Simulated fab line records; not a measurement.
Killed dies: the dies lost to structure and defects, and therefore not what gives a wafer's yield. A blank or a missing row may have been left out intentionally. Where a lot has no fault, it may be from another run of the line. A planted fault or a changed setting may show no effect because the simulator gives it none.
fab line records	flow sky130
record: lots: 6	wafers: 18	last-day: 50
route steps=708 shown VIA1@473 METAL2@483
lots that met no fault: taken from a fault-free run of the same line
start-h: the number of hours between the record's first day and the start of the first shown wafer of the lot	wait-h: hours elapsed since this lot's preceding step	" the same as in the row above	L1.1+2: a row that stands for several wafers	- no value, or no start given	* or withheld: withheld	< > ~ a bound
route shown NAME@n: NAME is a module with steps in the file, n the number in the route of the first one	usual: mean/standard deviation taken from wafers without a fault	same: alike in all rows	chamber/n: place in a boat	sites: readings site by site	_std_site: how widely they spread, as a standard deviation	_edge_site: the outer-site mean with the inner-site mean subtracted	radius-mm: for every site, how far away it sits from the centre of the wafer	mask NAME#n: copy n	behind: the most recent tool/chamber to have shaped the wafer	hold: why the lot went on hold/how many hours it stayed there/how the hold came to an end	device: names the non-switching transistor (n, p or np)	end of line: the tests these same wafers got at the end of their route	step lacking rows: just its recipe	killed: the dies lost at the first sort to structure and to defects; this is not the yield of the wafer	map: the dies of a wafer, with x for killed, . for not killed, _ for no die there
set.NAME: the setting the step ran with; set.NAME@STEP: the setting that earlier step ran with	model.NAME: the simulator's own value behind a step, which no gauge read
lots seen at some steps along the route; tables by step, rows by wafer
services: the hour from which a tool's chamber was out of use, counted from the record's first day as start-h (under 0 if before that day), plus the number of hours and why
== steps ==
step: SKY_VIA1_ETCH_15
recipe: target: SiO2	chemistry: C4F8/O2/Ar	target-depth-nm: 351	stop-on: TiN	mask-material: KrF-thick	source-w: 1500	bias-w: 1200	pressure-mtorr: 40	c4f8-flow-sccm: withheld	O2_flow_sccm: 6	Ar_flow_sccm: 300	time-s: 54
step: SKY_VIA1_STRIP_16
recipe: chemistry: O2/N2	power-w: 1400	pressure-mtorr: 1500	platen-temp-c: withheld	o2-flow-sccm: 3000	n2-flow-sccm: 300	overash-fraction: 0.5
usual: drypump-motor-current-A: 5.7/0.57	oes-product-au: 0.416/0.0047	strip-time-to-endpoint-s: 4.464/0.029
lot.wafer	tool	chamber	start-h	wait-h	drypump-motor-current-A	oes-product-au	rf-hours-counter-h	strip-time-to-endpoint-s
L819.2	plasma-asher-04	1	806.94	0.0	6.5	0.417	66	4.422
L819.5	"	1	"	"	6.5	0.416	-	4.426
L819.6	"	0	"	"	6.0	0.418	-	4.402
L826.1	plasma-asher-04	0	851.34	0.0	6.0	0.409	70	4.470
L826.3	"	1	"	"	6.5	0.418	-	4.434
L826.6	"	0	"	"	6.0	0.410	-	4.471
L828.1	plasma-asher-04	1	866.17	0.0	6.5	0.419	71	4.474
L828.2	"	0	"	"	6.0	0.427	71	4.433
L828.6	"	0	"	"	6.0	0.423	-	4.455
L836.3	plasma-asher-01	0	926.76	0.1	6.0	0.417	-	4.471
L836.5	"	0	"	"	6.0	0.413	-	4.416
L836.6	"	1	"	"	5.3	0.414	-	4.442
L840.1	plasma-asher-01	0	953.24	0.0	6.0	0.416	109	4.486
L840.4	"	0	"	"	6.0	0.419	-	4.432
L840.5	"	0	"	"	6.0	0.412	-	4.459
L841.2	plasma-asher-01	0	953.94	0.0	6.0	0.425	109	4.494
L841.3	"	1	"	"	5.3	0.421	-	4.451
L841.5	"	0	"	"	6.0	0.422	-	4.464
step: SKY_VIA1_STRIP_17
recipe: chemistry: post-etch-residue-remover	time-s: 1200	temp-c: 72.5
step: SKY_VIA1_CLEAN_18
recipe: chemistry: IPA	time-s: 180	temp-c: 25
step: SKY_VIA1_CLEAN_19
recipe: chemistry: O3/DIW	dry: n2-spin
step: SKY_VIA1_SPUTTER_20
recipe: material: TiN	target-thk-nm: 20	chamber-pressure-pa: 5	power-w: 4000	time-s: 80
step: SKY_VIA1_CVD_21
recipe: material: W	target-thk-nm: 270	time-s: 80.902	temp-c: 400	pressure-torr: 40
step: SKY_VIA1_RS_MEAS_22
recipe: thk-meas-gauge: four-point-probe	reads: W_of_VIA1_CVD_21+TiN_of_VIA1_SPUTTER_20
usual: VIA1_W_RS: 0.422/0.0085
lot.wafer	tool	chamber	start-h	wait-h	VIA1_W_RS[ohm/sq]
L819.2	film-metro-02	-	807.75	0.1	0.428
L819.5	"	-	"	"	0.424
L819.6	"	-	"	"	0.433
L826.1	film-metro-03	-	852.13	0.1	0.425
L826.3	"	-	"	"	0.424
L826.6	"	-	"	"	0.422
L828.1	film-metro-02	-	866.96	0.1	0.412
L828.2	"	-	"	"	0.431
L828.6	"	-	"	"	0.414
L836.3	film-metro-02	-	927.55	0.1	0.427
L836.5	"	-	"	"	0.421
L836.6	"	-	"	"	0.417
L840.1	film-metro-02	-	953.99	0.1	0.414
L840.4	"	-	"	"	0.425
L840.5	"	-	"	"	0.418
L841.2	film-metro-02	-	954.71	0.1	0.409
L841.3	"	-	"	"	0.411
L841.5	"	-	"	"	0.423
step: SKY_VIA1_THK_MEAS_23
recipe: thk-meas-gauge: xrf	reads: W_of_VIA1_CVD_21
usual: VIA1_W_THK: 268/5.8
lot.wafer	tool	chamber	start-h	wait-h	VIA1_W_THK[nm]
L819.2	film-metro-02	-	807.86	0.1	265
L819.5	"	-	"	"	269
L819.6	"	-	"	"	263
L826.1	film-metro-03	-	852.25	0.1	267
L826.3	"	-	"	"	269
L826.6	"	-	"	"	270
L828.1	film-metro-02	-	867.08	0.1	276
L828.2	"	-	"	"	264
L828.6	"	-	"	"	275
L836.3	film-metro-02	-	927.65	0.1	266
L836.5	"	-	"	"	270
L836.6	"	-	"	"	274
L840.1	film-metro-02	-	954.11	0.1	276
L840.4	"	-	"	"	266
L840.5	"	-	"	"	272
L841.2	film-metro-02	-	954.82	0.1	277
L841.3	"	-	"	"	278
L841.5	"	-	"	"	268
step: SKY_VIA1_CMP_24
recipe: stop-on: SiO2	t-overpolish-s: 15	down-force-psi: 3.5	platen-rpm: 60	target-thk-nm: 0	pad-velocity-m-s: 0.94248
usual: edge-zone-pressure-frac: 0.999/0.0055	motor-current-A: 11.0/1.3	overpolish-run-s: 15.001/0.0092	slurry-filter-dp-kPa: 13.50/0.13	time-to-endpoint-s: 67/3.3
lot.wafer	tool	chamber	start-h	wait-h	edge-zone-pressure-frac	motor-current-A	overpolish-run-s	slurry-filter-dp-kPa	time-to-endpoint-s
L819.2	cmp-01	2	808.01	0.1	0.993	10.7	15.018	13.40	67
L819.6	"	0	"	"	0.991	13.5	14.986	13.80	59
L819.5	"	1	"	"	0.995	9.7	15.005	13.46	67
L826.3	cmp-01	0	852.41	0.1	1.002	14.2	15.009	13.33	59
L826.1	"	1	"	"	0.999	9.1	15.002	13.41	66
L826.6	"	3	"	"	1.000	12.2	14.986	13.44	65
L828.1	cmp-02	3	867.14	0.1	1.000	9.7	14.999	13.38	68
L828.2	"	0	"	"	1.001	11.8	15.010	13.60	65
L828.6	"	0	"	"	0.999	12.1	15.013	13.58	65
L836.3	cmp-01	2	927.74	0.1	0.997	11.0	15.011	13.60	68
L836.6	"	1	"	"	1.004	10.3	15.000	13.57	71
L836.5	"	2	"	"	0.993	11.2	15.012	13.08	70
L840.4	cmp-02	1	954.22	0.1	1.003	10.7	14.998	13.53	68
L840.1	"	2	"	"	1.003	10.1	15.019	13.30	70
L840.5	"	1	"	"	1.002	10.4	15.018	13.40	70
L841.2	cmp-02	2	954.92	0.1	0.998	10.6	14.998	13.35	70
L841.3	"	3	"	"	0.994	10.1	14.998	13.54	65
L841.5	"	1	"	"	1.001	10.4	15.004	13.56	72
step: SKY_METAL2_SPUTTER_00
recipe: material: Ti	target-thk-nm: 15	power-w: 3000	time-s: 10	chamber-pressure-pa: 0.4
usual: throttle-valve-pct: 30.1/0.98
same: time-s: 10
lot.wafer	tool	chamber	start-h	wait-h	throttle-valve-pct
L819.2	pvd-sputter-01	-	808.21	0.1	30.4
L819.5	"	-	"	"	30.1
L819.6	"	-	"	"	30.8
L826.1	pvd-sputter-04	-	852.61	0.1	28.1
L826.3	"	-	"	"	31.1
L826.6	"	-	"	"	31.0
L828.1	pvd-sputter-04	-	867.44	0.2	30.6
L828.2	"	-	"	"	30.3
L828.6	"	-	"	"	31.0
L836.3	pvd-sputter-04	-	927.99	0.2	31.1
L836.5	"	-	"	"	30.1
L836.6	"	-	"	"	30.5
L840.1	pvd-sputter-01	-	954.47	0.1	30.4
L840.4	"	-	"	"	30.3
L840.5	"	-	"	"	29.8
L841.2	pvd-sputter-04	-	955.17	0.2	30.2
L841.3	"	-	"	"	30.9
L841.5	"	-	"	"	31.1
step: SKY_METAL2_SPUTTER_01
recipe: material: TiN	target-thk-nm: 20	power-w: 6500	time-s: 16.7	chamber-pressure-pa: 0.4
usual: throttle-valve-pct: 30.1/1
same: time-s: 16.7
lot.wafer	tool	chamber	start-h	wait-h	throttle-valve-pct
L819.2	pvd-sputter-01	-	808.24	0.0	30.5
L819.5	"	-	"	"	29.9
L819.6	"	-	"	"	30.4
L826.1	pvd-sputter-04	-	852.64	0.0	27.9
L826.3	"	-	"	"	31.4
L826.6	"	-	"	"	31.2
L828.1	pvd-sputter-04	-	867.47	0.0	30.8
L828.2	"	-	"	"	30.0
L828.6	"	-	"	"	31.1
L836.3	pvd-sputter-04	-	928.01	0.0	31.3
L836.5	"	-	"	"	30.0
L836.6	"	-	"	"	30.7
L840.1	pvd-sputter-01	-	954.49	0.0	30.1
L840.4	"	-	"	"	30.0
L840.5	"	-	"	"	30.3
L841.2	pvd-sputter-04	-	955.19	0.0	30.3
L841.3	"	-	"	"	31.1
L841.5	"	-	"	"	31.3
step: SKY_METAL2_SPUTTER_02
recipe: material: AlCu	target-thk-nm: 250	power-w: 10600	time-s: 13.3	chamber-pressure-pa: 0.4
usual: throttle-valve-pct: 30.1/0.97
lot.wafer	tool	chamber	start-h	wait-h	throttle-valve-pct	model.AlCu_of_METAL2_SPUTTER_02.thk-nm
L819.2	pvd-sputter-01	-	808.26	0.0	30.3	252.7
L819.5	"	-	"	"	30.1	255.5
L819.6	"	-	"	"	30.6	256.3
L826.1	pvd-sputter-04	-	852.66	0.0	28.3	257.3
L826.3	"	-	"	"	30.8	487.5
L826.6	"	-	"	"	31.2	487.8
L828.1	pvd-sputter-04	-	867.49	0.0	30.5	251.4
L828.2	"	-	"	"	30.5	241.1
L828.6	"	-	"	"	31.0	485
L836.3	pvd-sputter-04	-	928.04	0.0	30.8	252.4
L836.5	"	-	"	"	30.2	240.7
L836.6	"	-	"	"	30.6	251.7
L840.1	pvd-sputter-01	-	954.52	0.0	30.8	253.3
L840.4	"	-	"	"	30.2	250.6
L840.5	"	-	"	"	30.3	253.8
L841.2	pvd-sputter-04	-	955.22	0.0	30.4	243.9
L841.3	"	-	"	"	30.8	254
L841.5	"	-	"	"	31.1	254.9
step: SKY_METAL2_SPUTTER_03
recipe: material: Ti	target-thk-nm: 5	power-w: 3000	time-s: 3.3	chamber-pressure-pa: 0.4
step: SKY_METAL2_SPUTTER_04
recipe: material: TiN	target-thk-nm: 70	power-w: 6500	time-s: 58.3	chamber-pressure-pa: 0.4
usual: throttle-valve-pct: 30.1/0.98
same: time-s: 58.3
lot.wafer	tool	chamber	start-h	wait-h	throttle-valve-pct
L819.2	pvd-sputter-01	-	808.30	0.0	30.4
L819.5	"	-	"	"	30.0
L819.6	"	-	"	"	30.8
L826.1	pvd-sputter-04	-	852.70	0.0	28.1
L826.3	"	-	"	"	31.2
L826.6	"	-	"	"	31.1
L828.1	pvd-sputter-04	-	867.54	0.0	30.5
L828.2	"	-	"	"	30.5
L828.6	"	-	"	"	31.4
L836.3	pvd-sputter-04	-	928.08	0.0	31.0
L836.5	"	-	"	"	30.1
L836.6	"	-	"	"	30.8
L840.1	pvd-sputter-01	-	954.56	0.0	30.5
L840.4	"	-	"	"	30.3
L840.5	"	-	"	"	30.1
L841.2	pvd-sputter-04	-	955.26	0.0	30.2
L841.3	"	-	"	"	31.3
L841.5	"	-	"	"	31.1
step: SKY_METAL2_RS_MEAS_05
recipe: thk-meas-gauge: four-point-probe	reads: TiN_of_METAL2_SPUTTER_04+Ti_of_METAL2_SPUTTER_03+AlCu_of_METAL2_SPUTTER_02+TiN_of_METAL2_SPUTTER_01+Ti_of_METAL2_SPUTTER_00
usual: METAL2_ALCU_RS: 0.1269/0.0022
lot.wafer	tool	chamber	start-h	wait-h	METAL2_ALCU_RS[ohm/sq]
L819.2	film-metro-01	-	808.37	0.0	0.1256
L819.5	"	-	"	"	0.1241
L819.6	"	-	"	"	0.1235
L826.1	film-metro-04	-	852.75	0.0	0.1226
L826.3	"	-	"	"	0.0641
L826.6	"	-	"	"	0.0642
L828.1	film-metro-04	-	867.58	0.0	0.1258
L828.2	"	-	"	"	0.1311
L828.6	"	-	"	"	0.0645
L836.3	film-metro-01	-	928.17	0.1	0.1256
L836.5	"	-	"	"	0.1318
L836.6	"	-	"	"	0.1263
L840.1	film-metro-01	-	954.61	0.0	0.1256
L840.4	"	-	"	"	0.1267
L840.5	"	-	"	"	0.1249
L841.2	film-metro-04	-	955.33	0.0	0.1296
L841.3	"	-	"	"	0.1243
L841.5	"	-	"	"	0.1242
step: SKY_METAL2_THK_MEAS_06
recipe: thk-meas-gauge: xrf	reads: AlCu_of_METAL2_SPUTTER_02
usual: METAL2_ALCU_THK: 258/4.4
lot.wafer	tool	chamber	start-h	wait-h	METAL2_ALCU_THK[nm]
L819.2	film-metro-01	-	808.48	0.1	260
L819.5	"	-	"	"	262
L819.6	"	-	"	"	261
L826.1	film-metro-04	-	852.87	0.1	265
L826.3	"	-	"	"	502
L826.6	"	-	"	"	504
L828.1	film-metro-04	-	867.70	0.1	261
L828.2	"	-	"	"	250
L828.6	"	-	"	"	506
L836.3	film-metro-01	-	928.27	0.1	261
L836.5	"	-	"	"	248
L836.6	"	-	"	"	260
L840.1	film-metro-01	-	954.73	0.1	259
L840.4	"	-	"	"	257
L840.5	"	-	"	"	261
L841.2	film-metro-04	-	955.44	0.1	256
L841.3	"	-	"	"	263
L841.5	"	-	"	"	266
step: SKY_METAL2_DEHYDRATE_07
recipe: temp-c: 200	time-s: 60
step: SKY_METAL2_HMDS_08
recipe: prime-time-s: 60	prime-temp-c: 120
step: SKY_METAL2_COAT_09
recipe: resist: BARC	temp-c: withheld	time-s: withheld	spin-rpm: 3000	resist-thk-nm: 60
step: SKY_METAL2_COAT_10
recipe: resist: KrF-thick	spin-rpm: 3000	resist-thk-nm: 450
step: SKY_METAL2_SOFTBAKE_11
recipe: temp-c: 100	time-s: 90	resist: KrF-thick
step: SKY_METAL2_EXPOSE_12
recipe: mask-id: MM2	na: 0.8	source-shape: annular	sigma-inner: 0.55	sigma-outer: 0.85	target-cd-nm: 140	dose-mj: 28
step: SKY_METAL2_PEB_13
recipe: peb-temp-c: withheld	peb-time-s: withheld	resist: KrF-thick
step: SKY_METAL2_DEVELOP_14
recipe: develop-time-s: 60	resist: KrF-thick	dev-temp-c: 21
step: SKY_METAL2_CD_MEAS_15
recipe: target-cd-nm: 140
usual: cd-nm: 140.7/1.8
lot.wafer	tool	chamber	start-h	wait-h	cd-nm
L819.2	cd-sem-01	-	834.67	-	139.5
L819.5	"	-	"	"	141.6
L819.6	"	-	"	"	139.9
L826.1	cd-sem-02	-	878.90	-	140.8
L826.3	"	-	"	"	140.9
L826.6	"	-	"	"	141.1
L828.1	cd-sem-01	-	893.18	-	142.6
L828.2	"	-	"	"	141.3
L828.6	"	-	"	"	143.3
L836.3	cd-sem-01	-	952.84	-	141.5
L836.5	"	-	"	"	138.6
L836.6	"	-	"	"	139.5
L840.1	cd-sem-01	-	978.73	-	146.8
L840.4	"	-	"	"	145.8
L840.5	"	-	"	"	146.7
L841.2	cd-sem-01	-	979.40	-	141.3
L841.3	"	-	"	"	141.1
L841.5	"	-	"	"	141.8
step: SKY_METAL2_OVL_MEAS_16
usual: METAL2_OVL: -1/4.8
lot.wafer	tool	chamber	start-h	wait-h	METAL2_OVL[nm]
L819.2	overlay-01	-	834.77	0.1	6
L819.5	"	-	"	"	8
L819.6	"	-	"	"	9
L826.1	overlay-02	-	879.02	0.1	-4
L826.3	"	-	"	"	5
L826.6	"	-	"	"	-5
L828.1	overlay-02	-	893.30	0.1	-7
L828.2	"	-	"	"	-5
L828.6	"	-	"	"	-1
L836.3	overlay-01	-	952.93	0.1	-5
L836.5	"	-	"	"	-10
L836.6	"	-	"	"	0
L840.1	overlay-02	-	978.85	0.1	-1
L840.4	"	-	"	"	9
L840.5	"	-	"	"	4
L841.2	overlay-02	-	979.50	0.1	4
L841.3	"	-	"	"	1
L841.5	"	-	"	"	1
step: SKY_METAL2_DESCUM_17
recipe: chemistry: O2	source-power-w: 150	bias-power-w: 0	pressure-mtorr: 10	temp-c: 40	time-s: 8
step: SKY_METAL2_ETCH_18
recipe: chemistry: N2/H2	target: BARC	ion-energy-ev: 200	bias-w: 100	pressure-mtorr: 30	n2-flow-sccm: 100	h2-flow-sccm: 200	icp-w: 500	stop-on: SiO2	time-s: 45.9	target-depth-a: 600
step: SKY_METAL2_METAL_ETCH_19
recipe: target-depth-a: 3600	stop-on: SiO2	over-etch-frac: 0.3	time-s: 78	chemistry: Cl2/BCl3	resist-sidewall-deg: 88	pressure-mtorr: 10	icp-w: 900	bias-w: 48.5	Cl2_flow_sccm: 60	bcl3-flow-sccm: 30
usual: drypump-motor-current-A: 5.8/0.33	oes-product-au: 0.854/0.0074	rf-fwd-power-W: 894/3.6	throttle-valve-pct: 22.264/0.009
same: time-s: 78
lot.wafer	tool	chamber	start-h	wait-h	drypump-motor-current-A	oes-product-au	rf-fwd-power-W	rf-hours-counter-h	throttle-valve-pct
L819.2	rie-metal-04	0	834.90	0.0	5.7	0.854	900	10	22.258
L819.5	"	0	"	"	5.7	0.860	900	-	22.262
L819.6	"	1	"	"	5.5	0.862	889	-	22.269
L826.1	rie-metal-04	0	879.15	0.0	5.7	0.846	897	12	22.281
L826.3	"	0	"	"	5.7	0.995	895	-	22.262
L826.6	"	0	"	"	5.7	0.988	895	-	22.265
L828.1	rie-metal-04	1	893.43	0.0	5.5	0.857	894	14	22.262
L828.2	"	0	"	"	5.7	0.867	894	12	22.253
L828.6	"	0	"	"	5.7	0.997	893	-	22.258
L836.3	rie-metal-02	0	953.08	0.1	6.3	0.855	889	-	22.262
L836.5	"	1	"	"	5.3	0.861	898	-	22.268
L836.6	"	0	"	"	6.3	0.856	891	-	22.252
L840.1	rie-metal-03	1	978.98	0.0	5.9	0.851	888	7	22.290
L840.4	"	0	"	"	5.7	0.856	900	-	22.256
L840.5	"	0	"	"	5.7	0.859	900	-	22.260
L841.2	rie-metal-03	1	979.63	0.0	5.9	0.847	891	7	22.268
L841.3	"	0	"	"	5.7	0.853	900	-	22.258
L841.5	"	0	"	"	5.7	0.860	903	-	22.260
step: SKY_METAL2_STRIP_20
recipe: chemistry: O2/N2	power-w: 1400	pressure-mtorr: 1500	platen-temp-c: withheld	o2-flow-sccm: 3000	n2-flow-sccm: 300	overash-fraction: 0.5
== services ==
tool	chamber	start-h	hours	kind
pvd-sputter-04	-	811.55	4.1	repair
cmp-02	-	815.71	1.3	repair
rie-metal-02	0	817.11	12.6	repair
pvd-sputter-01	-	818.41	4.4	repair
plasma-asher-04	-	821.47	3.0	repair
cmp-02	-	824.36	1.0	repair
rie-metal-02	1	829.55	22.2	repair
rie-metal-02	-	840.16	0.6	repair
cmp-01	-	841.60	0.8	repair
pvd-sputter-04	0	843.13	-	consumable-replace:kit
rie-metal-02	-	869.32	0.7	repair
plasma-asher-01	-	873.30	3.4	repair
cmp-02	-	874.48	5.8	pm
pvd-sputter-01	-	896.56	1.6	repair
cmp-02	-	899.95	0.3	repair
plasma-asher-04	-	901.03	2.8	repair
cmp-01	-	912.00	4.0	pm
pvd-sputter-01	-	913.08	15.4	repair
cmp-01	-	929.97	4.2	pm
pvd-sputter-01	-	937.92	5.3	repair
plasma-asher-01	-	938.68	2.8	pm
rie-metal-04	1	952.12	10.9	repair
cmp-02	-	956.80	1.4	repair
rie-metal-04	-	979.42	0.7	repair
== key ==
first-sign: step: SKY_METAL2_RS_MEAS_05	reading: METAL2_ALCU_RS	direction: down	sigmas: 28	usual: 0.1269	struck: 0.0643
effect: step: SKY_METAL2_THK_MEAS_06	reading: METAL2_ALCU_THK	direction: up	sigmas: 55	usual: 258	struck: 504
effect: step: SKY_METAL2_METAL_ETCH_19	reading: oes-product-au	direction: up	sigmas: 19	usual: 0.854	struck: 0.993
model-effect: step: SKY_METAL2_SPUTTER_02	value: AlCu_of_METAL2_SPUTTER_02.thk-nm	without: 255.1	struck: 486.8
met-at SKY_METAL2_SPUTTER_02
struck-wafers L826.3,L826.6,L828.6
later-rows-left-out L826.3,L826.6,L828.6
sort-left-out L826.3,L826.6,L828.6
fault: kind: process-parameter-drift	tool: pvd-sputter-04	chamber: -	onset-h: 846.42	steps: SKY_METAL2_SPUTTER_02	channel: target-thk-nm	offset: 231.66	shape: step	end-h: 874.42	acts-in: these-recipes-only	stated: 250	scope: struck-wafers-only
sort-left-out: the simulated sort isn't trusted on such a fault, so these wafers' sort isn't shown, and their yield isn't known
later-rows-left-out: the simulator's readings of these wafers behind a module that went badly wrong aren't trusted and aren't shown, but for the sort
